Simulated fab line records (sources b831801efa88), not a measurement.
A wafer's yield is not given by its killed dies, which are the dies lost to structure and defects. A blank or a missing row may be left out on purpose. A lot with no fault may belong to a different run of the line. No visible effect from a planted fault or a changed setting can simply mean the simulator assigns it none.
The tool behind it: which one? :: flow sky130 :: 72 wafers from 24 lots sampled at 5 of the route's 708 steps

WHAT THE GAUGES READ, wafer by wafer
SKY_VIA2_THK_MEAS_23: measures by xrf.
lot: L074
measured: day 36 02:32
on: film_metro-01
VIA2_W_THK (nm): 429 416 429

lot: L075
measured: day 36 06:41
on: film_metro-03
VIA2_W_THK (nm): 424 422 431

lot: L076
measured: day 36 17:19
on: film_metro-02
VIA2_W_THK (nm): 414 419 415

lot: L077
measured: day 37 00:19
on: film_metro-01
VIA2_W_THK (nm): 415 423 407

lot: L078
measured: day 37 12:36
on: film_metro-02
VIA2_W_THK (nm): 424 417 409

lot: L079
measured: day 37 19:32
on: film_metro-03
VIA2_W_THK (nm): 420 425 419

lot: L081
measured: day 38 06:40
on: film_metro-02
VIA2_W_THK (nm): 431 419 418

lot: L080
measured: day 38 14:26
on: film_metro-03
VIA2_W_THK (nm): 416 416 416

lot: L082
measured: day 38 19:07
on: film_metro-02
VIA2_W_THK (nm): 410 430 417

lot: L083
measured: day 39 15:25
on: film_metro-03
VIA2_W_THK (nm): 426 431 417

lot: L084
measured: day 40 09:10
on: film_metro-01
VIA2_W_THK (nm): 434 421 418

lot: L085
measured: day 40 10:18
on: film_metro-02
VIA2_W_THK (nm): 429 424 415

lot: L086
measured: day 40 13:22
on: film_metro-02
VIA2_W_THK (nm): 425 415 409

lot: L087
measured: day 40 14:21
on: film_metro-02
VIA2_W_THK (nm): 405 405 407

lot: L088
measured: day 40 19:57
on: film_metro-03
VIA2_W_THK (nm): 411 422 421

lot: L089
measured: day 40 23:35
on: film_metro-01
VIA2_W_THK (nm): 424 414 415

lot: L090
measured: day 41 01:43
on: film_metro-02
VIA2_W_THK (nm): 420 426 415

lot: L092
measured: day 41 17:27
on: film_metro-01
VIA2_W_THK (nm): 408 417 413

lot: L091
measured: day 41 17:59
on: film_metro-03
VIA2_W_THK (nm): 413 422 419

lot: L093
measured: day 41 22:31
on: film_metro-03
VIA2_W_THK (nm): 410 412 425

lot: L094
measured: day 42 06:42
on: film_metro-02
VIA2_W_THK (nm): 412 424 410

lot: L095
measured: day 42 09:34
on: film_metro-01
VIA2_W_THK (nm): 410 413 414

lot: L096
measured: day 42 12:52
on: film_metro-03
VIA2_W_THK (nm): 422 422 421

lot: L097
measured: day 43 00:45
on: film_metro-02
VIA2_W_THK (nm): 409 404 410

SKY_CAPM_OVL_MEAS_12.
lot: L074
measured: day 37 05:34
on: overlay-01
CAPM_OVL (nm): 3.0 0.0 -1.0

lot: L075
measured: day 37 09:22
on: overlay-02
CAPM_OVL (nm): 1.4 1.8 2.7

lot: L076
measured: day 37 19:35
on: overlay-02
CAPM_OVL (nm): 2.7 2.7 2.4

lot: L077
measured: day 38 02:14
on: overlay-02
CAPM_OVL (nm): 1.6 1.0 1.3

lot: L078
measured: day 38 14:40
on: overlay-02
CAPM_OVL (nm): -1.3 -0.5 -1.7

lot: L079
measured: day 38 21:20
on: overlay-02
CAPM_OVL (nm): 0.9 -0.8 -0.2

lot: L081
measured: day 39 08:27
on: overlay-02
CAPM_OVL (nm): 2.9 1.7 1.5

lot: L080
measured: day 39 15:37
on: overlay-02
CAPM_OVL (nm): -0.6 -1.5 0.3

lot: L082
measured: day 39 20:50
on: overlay-02
CAPM_OVL (nm): -0.8 -0.9 -2.2

lot: L083
measured: day 40 16:20
on: overlay-02
CAPM_OVL (nm): 1.1 0.0 1.8

lot: L084
measured: day 41 09:50
on: overlay-02
CAPM_OVL (nm): 3.0 -0.6 1.7

lot: L085
measured: day 41 11:22
on: overlay-02
CAPM_OVL (nm): 0.0 0.6 1.9

lot: L086
measured: day 41 13:56
on: overlay-02
CAPM_OVL (nm): -0.1 -2.0 0.2

lot: L087
measured: day 41 15:03
on: overlay-02
CAPM_OVL (nm): -0.4 1.7 -0.3

lot: L088
measured: day 41 21:23
on: overlay-02
CAPM_OVL (nm): -0.3 2.8 0.4

lot: L089
measured: day 42 00:16
on: overlay-02
CAPM_OVL (nm): -0.1 2.4 -0.6

lot: L090
measured: day 42 02:11
on: overlay-02
CAPM_OVL (nm): 0.0 1.4 -1.5

lot: L092
measured: day 42 17:11
on: overlay-02
CAPM_OVL (nm): -1.4 -1.1 -2.1

lot: L091
measured: day 42 17:49
on: overlay-02
CAPM_OVL (nm): -0.2 1.3 1.3

lot: L093
measured: day 42 22:44
on: overlay-01
CAPM_OVL (nm): 2.0 1.0 1.0

lot: L094
measured: day 43 06:04
on: overlay-02
CAPM_OVL (nm): 4.1 3.1 3.0

lot: L095
measured: day 43 09:02
on: overlay-01
CAPM_OVL (nm): 2.3 3.0 2.6

lot: L096
measured: day 43 13:15
on: overlay-02
CAPM_OVL (nm): 0.0 0.0 -2.1

lot: L097
measured: day 43 23:53
on: overlay-02
CAPM_OVL (nm): 0.3 -0.5 0.5

SKY_VIA3_THK_MEAS_01.
lot: L074
measured: day 38 08:55
on: film_metro-03
VIA3_HDPCVD_THK (nm): 1614 1627 1635

lot: L075
measured: day 38 13:17
on: film_metro-04
VIA3_HDPCVD_THK (nm): 1663 1641 1673

lot: L076
measured: day 38 23:06
on: film_metro-03
VIA3_HDPCVD_THK (nm): 1619 1646 1633

lot: L077
measured: day 39 04:43
on: film_metro-03
VIA3_HDPCVD_THK (nm): 1663 1651 1666

lot: L078
measured: day 39 17:14
on: film_metro-04
VIA3_HDPCVD_THK (nm): 1620 1610 1652

lot: L079
measured: day 39 23:55
on: film_metro-02
VIA3_HDPCVD_THK (nm): 1628 1643 1614

lot: L081
measured: day 40 11:01
on: film_metro-04
VIA3_HDPCVD_THK (nm): 1676 1649 1653

lot: L080
measured: day 40 18:00
on: film_metro-03
VIA3_HDPCVD_THK (nm): 1606 1595 1627

lot: L082
measured: day 40 23:09
on: film_metro-04
VIA3_HDPCVD_THK (nm): 1596 1593 1613

lot: L083
measured: day 41 17:40
on: film_metro-02
VIA3_HDPCVD_THK (nm): 1616 1671 1667

lot: L084
measured: day 42 11:28
on: film_metro-04
VIA3_HDPCVD_THK (nm): 1651 1660 1621

lot: L085
measured: day 42 13:14
on: film_metro-04
VIA3_HDPCVD_THK (nm): 1625 1657 1655

lot: L086
measured: day 42 15:26
on: film_metro-02
VIA3_HDPCVD_THK (nm): 1641 1647 1650

lot: L087
measured: day 42 16:21
on: film_metro-03
VIA3_HDPCVD_THK (nm): 1639 1631 1624

lot: L088
measured: day 42 22:56
on: film_metro-04
VIA3_HDPCVD_THK (nm): 1677 1646 1626

lot: L089
measured: day 43 01:35
on: film_metro-04
VIA3_HDPCVD_THK (nm): 1654 1673 1641

lot: L090
measured: day 43 03:49
on: film_metro-04
VIA3_HDPCVD_THK (nm): 1657 1646 1615

lot: L092
measured: day 43 18:07
on: film_metro-02
VIA3_HDPCVD_THK (nm): 1619 1640 1649

lot: L091
measured: day 43 18:36
on: film_metro-02
VIA3_HDPCVD_THK (nm): 1642 1640 1637

lot: L093
measured: day 43 23:11
on: film_metro-04
VIA3_HDPCVD_THK (nm): 1652 1642 1645

lot: L094
measured: day 44 05:50
on: film_metro-03
VIA3_HDPCVD_THK (nm): 1636 1660 1634

lot: L095
measured: day 44 09:45
on: film_metro-03
VIA3_HDPCVD_THK (nm): 1624 1647 1620

lot: L096
measured: day 44 13:29
on: film_metro-03
VIA3_HDPCVD_THK (nm): 1629 1625 1635

lot: L097
measured: day 44 23:14
on: film_metro-02
VIA3_HDPCVD_THK (nm): 1616 1642 1615

TOOL THAT RAN EACH LOT (tool first, then ch and the chambers of the sampled wafers, then the start)
lot: L074
SKY_VIA2_STRIP_16: plasma_asher-01 ch 0,1, day 36 01:37
SKY_METAL3_STRIP_19: plasma_asher-04 ch 0,1, day 38 08:08

lot: L075
SKY_VIA2_STRIP_16: plasma_asher-01 ch 0,1, day 36 05:47
SKY_METAL3_STRIP_19: plasma_asher-03 ch 0,1, day 38 12:30

lot: L076
SKY_VIA2_STRIP_16: plasma_asher-01 ch 0,1, day 36 16:26
SKY_METAL3_STRIP_19: plasma_asher-04 ch 0,1, day 38 22:22

lot: L077
SKY_VIA2_STRIP_16: plasma_asher-04 ch 0,1, day 36 23:24
SKY_METAL3_STRIP_19: plasma_asher-04 ch 0,1, day 39 03:56

lot: L078
SKY_VIA2_STRIP_16: plasma_asher-02 ch 1, day 37 11:38
SKY_METAL3_STRIP_19: plasma_asher-04 ch 0,1, day 39 16:27

lot: L079
SKY_VIA2_STRIP_16: plasma_asher-01 ch 0,1, day 37 18:39
SKY_METAL3_STRIP_19: plasma_asher-01 ch 0,1, day 39 23:02

lot: L081
SKY_VIA2_STRIP_16: plasma_asher-01 ch 0,1, day 38 05:45
SKY_METAL3_STRIP_19: plasma_asher-03 ch 0,1, day 40 10:14

lot: L080
SKY_VIA2_STRIP_16: plasma_asher-04 ch 0,1, day 38 13:31
SKY_METAL3_STRIP_19: plasma_asher-01 ch 0,1, day 40 17:12

lot: L082
SKY_VIA2_STRIP_16: plasma_asher-01 ch 0,1, day 38 18:09
SKY_METAL3_STRIP_19: plasma_asher-01 ch 0,1, day 40 22:21

lot: L083
SKY_VIA2_STRIP_16: plasma_asher-01 ch 0,1, day 39 14:26
SKY_METAL3_STRIP_19: plasma_asher-03 ch 0,1, day 41 16:51

lot: L084
SKY_VIA2_STRIP_16: plasma_asher-04 ch 0,1, day 40 08:16
SKY_METAL3_STRIP_19: plasma_asher-04 ch 0,1, day 42 10:42

lot: L085
SKY_VIA2_STRIP_16: plasma_asher-01 ch 0,1, day 40 09:23
SKY_METAL3_STRIP_19: plasma_asher-04 ch 0,1, day 42 12:29

lot: L086
SKY_VIA2_STRIP_16: plasma_asher-04 ch 0,1, day 40 12:27
SKY_METAL3_STRIP_19: plasma_asher-03 ch 0,1, day 42 14:40

lot: L087
SKY_VIA2_STRIP_16: plasma_asher-04 ch 0,1, day 40 13:24
SKY_METAL3_STRIP_19: plasma_asher-03 ch 0,1, day 42 15:35

lot: L088
SKY_VIA2_STRIP_16: plasma_asher-04 ch 0,1, day 40 19:02
SKY_METAL3_STRIP_19: plasma_asher-03 ch 0,1, day 42 22:08

lot: L089
SKY_VIA2_STRIP_16: plasma_asher-04 ch 0,1, day 40 22:40
SKY_METAL3_STRIP_19: plasma_asher-03 ch 0,1, day 43 00:46

lot: L090
SKY_VIA2_STRIP_16: plasma_asher-02 ch 0,1, day 41 00:50
SKY_METAL3_STRIP_19: plasma_asher-03 ch 0,1, day 43 02:59

lot: L092
SKY_VIA2_STRIP_16: plasma_asher-02 ch 0,1, day 41 16:32
SKY_METAL3_STRIP_19: plasma_asher-03 ch 0,1, day 43 17:20

lot: L091
SKY_VIA2_STRIP_16: plasma_asher-02 ch 0,1, day 41 17:04
SKY_METAL3_STRIP_19: plasma_asher-01 ch 0,1, day 43 17:48

lot: L093
SKY_VIA2_STRIP_16: plasma_asher-02 ch 0,1, day 41 21:37
SKY_METAL3_STRIP_19: plasma_asher-01 ch 0,1, day 43 22:26

lot: L094
SKY_VIA2_STRIP_16: plasma_asher-02 ch 0,1, day 42 05:47
SKY_METAL3_STRIP_19: plasma_asher-01 ch 0,1, day 44 05:00

lot: L095
SKY_VIA2_STRIP_16: plasma_asher-04 ch 0, day 42 08:40
SKY_METAL3_STRIP_19: plasma_asher-03 ch 0, day 44 08:55

lot: L096
SKY_VIA2_STRIP_16: plasma_asher-04 ch 0,1, day 42 11:49
SKY_METAL3_STRIP_19: plasma_asher-04 ch 1, day 44 12:39

lot: L097
SKY_VIA2_STRIP_16: plasma_asher-02 ch 0,1, day 42 23:50
SKY_METAL3_STRIP_19: plasma_asher-01 ch 0,1, day 44 22:29
- SKY_VIA2_STRIP_16: strips in O2/N2.
- SKY_METAL3_STRIP_19: strips in O2/N2.

WHAT THE TOOLS THEMSELVES READ (means of the sampled wafers that have a number; where no wafer has one, the mark that the record gives instead)
SKY_VIA2_STRIP_16.
lot: L074
tool: plasma_asher-01
drypump_motor_current_A (A): 5.64
oes_product_au (a.u.): 0.401
strip_time_to_endpoint_s (s): 4.06

lot: L075
tool: plasma_asher-01
drypump_motor_current_A (A): 5.64
oes_product_au (a.u.): 0.397
strip_time_to_endpoint_s (s): 4.07

lot: L076
tool: plasma_asher-01
drypump_motor_current_A (A): 5.80
oes_product_au (a.u.): 0.402
strip_time_to_endpoint_s (s): 4.06

lot: L077
tool: plasma_asher-04
drypump_motor_current_A (A): 5.93
oes_product_au (a.u.): 0.400
strip_time_to_endpoint_s (s): 4.07

lot: L078
tool: plasma_asher-02
drypump_motor_current_A (A): 5.47
oes_product_au (a.u.): 0.398
strip_time_to_endpoint_s (s): 4.05

lot: L079
tool: plasma_asher-01
drypump_motor_current_A (A): 5.82
oes_product_au (a.u.): 0.394
strip_time_to_endpoint_s (s): 3.99

lot: L081
tool: plasma_asher-01
drypump_motor_current_A (A): 5.64
oes_product_au (a.u.): 0.397
strip_time_to_endpoint_s (s): 4.07

lot: L080
tool: plasma_asher-04
drypump_motor_current_A (A): 5.92
oes_product_au (a.u.): 0.395
strip_time_to_endpoint_s (s): 4.04

lot: L082
tool: plasma_asher-01
drypump_motor_current_A (A): 5.79
oes_product_au (a.u.): 0.398
strip_time_to_endpoint_s (s): 4.07

lot: L083
tool: plasma_asher-01
drypump_motor_current_A (A): 5.62
oes_product_au (a.u.): 0.397
strip_time_to_endpoint_s (s): 4.02

lot: L084
tool: plasma_asher-04
drypump_motor_current_A (A): 5.90
oes_product_au (a.u.): 0.399
strip_time_to_endpoint_s (s): 4.04

lot: L085
tool: plasma_asher-01
drypump_motor_current_A (A): 5.84
oes_product_au (a.u.): 0.394
strip_time_to_endpoint_s (s): 4.02

lot: L086
tool: plasma_asher-04
drypump_motor_current_A (A): 5.91
oes_product_au (a.u.): 0.400
strip_time_to_endpoint_s (s): 4.10

lot: L087
tool: plasma_asher-04
drypump_motor_current_A (A): 6.06
oes_product_au (a.u.): 0.400
strip_time_to_endpoint_s (s): 4.04

lot: L088
tool: plasma_asher-04
drypump_motor_current_A (A): 5.92
oes_product_au (a.u.): 0.394
strip_time_to_endpoint_s (s): 4.02

lot: L089
tool: plasma_asher-04
drypump_motor_current_A (A): 5.90
oes_product_au (a.u.): 0.398
strip_time_to_endpoint_s (s): 4.06

lot: L090
tool: plasma_asher-02
drypump_motor_current_A (A): 5.62
oes_product_au (a.u.): 0.394
strip_time_to_endpoint_s (s): 4.04

lot: L092
tool: plasma_asher-02
drypump_motor_current_A (A): 5.56
oes_product_au (a.u.): 0.398
strip_time_to_endpoint_s (s): 4.05

lot: L091
tool: plasma_asher-02
drypump_motor_current_A (A): 5.64
oes_product_au (a.u.): 0.395
strip_time_to_endpoint_s (s): 4.08

lot: L093
tool: plasma_asher-02
drypump_motor_current_A (A): 5.54
oes_product_au (a.u.): 0.398
strip_time_to_endpoint_s (s): 4.04

lot: L094
tool: plasma_asher-02
drypump_motor_current_A (A): 5.65
oes_product_au (a.u.): 0.401
strip_time_to_endpoint_s (s): 4.02

lot: L095
tool: plasma_asher-04
drypump_motor_current_A (A): 6.15
oes_product_au (a.u.): 0.394
strip_time_to_endpoint_s (s): 4.01

lot: L096
tool: plasma_asher-04
drypump_motor_current_A (A): 5.91
oes_product_au (a.u.): 0.403
strip_time_to_endpoint_s (s): 4.08

lot: L097
tool: plasma_asher-02
drypump_motor_current_A (A): 5.65
oes_product_au (a.u.): 0.402
strip_time_to_endpoint_s (s): 4.10

SKY_METAL3_STRIP_19.
lot: L074
tool: plasma_asher-04
drypump_motor_current_A (A): 6.1
oes_product_au (a.u.): 0.512
strip_time_to_endpoint_s (s): 6.75

lot: L075
tool: plasma_asher-03
drypump_motor_current_A (A): 5.3
oes_product_au (a.u.): 0.494
strip_time_to_endpoint_s (s): 6.34

lot: L076
tool: plasma_asher-04
drypump_motor_current_A (A): 5.9
oes_product_au (a.u.): 0.498
strip_time_to_endpoint_s (s): 6.42

lot: L077
tool: plasma_asher-04
drypump_motor_current_A (A): 6.1
oes_product_au (a.u.): 0.498
strip_time_to_endpoint_s (s): 6.42

lot: L078
tool: plasma_asher-04
drypump_motor_current_A (A): 5.9
oes_product_au (a.u.): 0.514
strip_time_to_endpoint_s (s): 6.70

lot: L079
tool: plasma_asher-01
drypump_motor_current_A (A): 5.8
oes_product_au (a.u.): 0.497
strip_time_to_endpoint_s (s): 6.44

lot: L081
tool: plasma_asher-03
drypump_motor_current_A (A): 5.4
oes_product_au (a.u.): 0.496
strip_time_to_endpoint_s (s): 6.36

lot: L080
tool: plasma_asher-01
drypump_motor_current_A (A): 5.6
oes_product_au (a.u.): 0.495
strip_time_to_endpoint_s (s): 6.33

lot: L082
tool: plasma_asher-01
drypump_motor_current_A (A): 5.6
oes_product_au (a.u.): 0.491
strip_time_to_endpoint_s (s): 6.27

lot: L083
tool: plasma_asher-03
drypump_motor_current_A (A): 5.5
oes_product_au (a.u.): 0.497
strip_time_to_endpoint_s (s): 6.29

lot: L084
tool: plasma_asher-04
drypump_motor_current_A (A): 6.1
oes_product_au (a.u.): 0.498
strip_time_to_endpoint_s (s): 6.42

lot: L085
tool: plasma_asher-04
drypump_motor_current_A (A): 6.1
oes_product_au (a.u.): 0.495
strip_time_to_endpoint_s (s): 6.40

lot: L086
tool: plasma_asher-03
drypump_motor_current_A (A): 5.4
oes_product_au (a.u.): 0.513
strip_time_to_endpoint_s (s): 6.74

lot: L087
tool: plasma_asher-03
drypump_motor_current_A (A): 5.5
oes_product_au (a.u.): 0.491
strip_time_to_endpoint_s (s): 6.28

lot: L088
tool: plasma_asher-03
drypump_motor_current_A (A): 5.4
oes_product_au (a.u.): 0.499
strip_time_to_endpoint_s (s): 6.39

lot: L089
tool: plasma_asher-03
drypump_motor_current_A (A): 5.3
oes_product_au (a.u.): 0.500
strip_time_to_endpoint_s (s): 6.40

lot: L090
tool: plasma_asher-03
drypump_motor_current_A (A): 5.3
oes_product_au (a.u.): 0.493
strip_time_to_endpoint_s (s): 6.28

lot: L092
tool: plasma_asher-03
drypump_motor_current_A (A): 5.3
oes_product_au (a.u.): 0.514
strip_time_to_endpoint_s (s): 6.69

lot: L091
tool: plasma_asher-01
drypump_motor_current_A (A): 5.6
oes_product_au (a.u.): 0.495
strip_time_to_endpoint_s (s): 6.37

lot: L093
tool: plasma_asher-01
drypump_motor_current_A (A): 5.8
oes_product_au (a.u.): 0.492
strip_time_to_endpoint_s (s): 6.34

lot: L094
tool: plasma_asher-01
drypump_motor_current_A (A): 5.7
oes_product_au (a.u.): 0.496
strip_time_to_endpoint_s (s): 6.40

lot: L095
tool: plasma_asher-03
drypump_motor_current_A (A): 5.6
oes_product_au (a.u.): 0.504
strip_time_to_endpoint_s (s): 6.54

lot: L096
tool: plasma_asher-04
drypump_motor_current_A (A): 5.8
oes_product_au (a.u.): 0.513
strip_time_to_endpoint_s (s): 6.67

lot: L097
tool: plasma_asher-01
drypump_motor_current_A (A): 5.8
oes_product_au (a.u.): 0.499
strip_time_to_endpoint_s (s): 6.41

THE ANSWER, worked out from the rows above alone
Rule: usual is defined by the lots themselves. Put in order of their means at a reading, lots are off if they are a third of the lots or fewer, leave a main group of 4 or more, and stand apart from it by a gap of 3 or more times the standard deviation of the main group's means; of several such gaps the widest counts. A main group whose means are all the same, to the digits that the tables above print for the reading, isn't used. A lot without any number at a reading at which 4 lots or more have one is off too. Any other lot the step has rows for is counted as sound. Order of review: gauges by route order, followed by the tools' own readings, for which a lot's mean as printed above is used. The first step at which some lot is off is used, and at that step the reading that is off furthest; a lot without a number counts as furthest.
Across all readings shown, no lot is off: no conclusion can be drawn from this.

WHAT HAD BEEN PUT IN BY THE SIMULATOR
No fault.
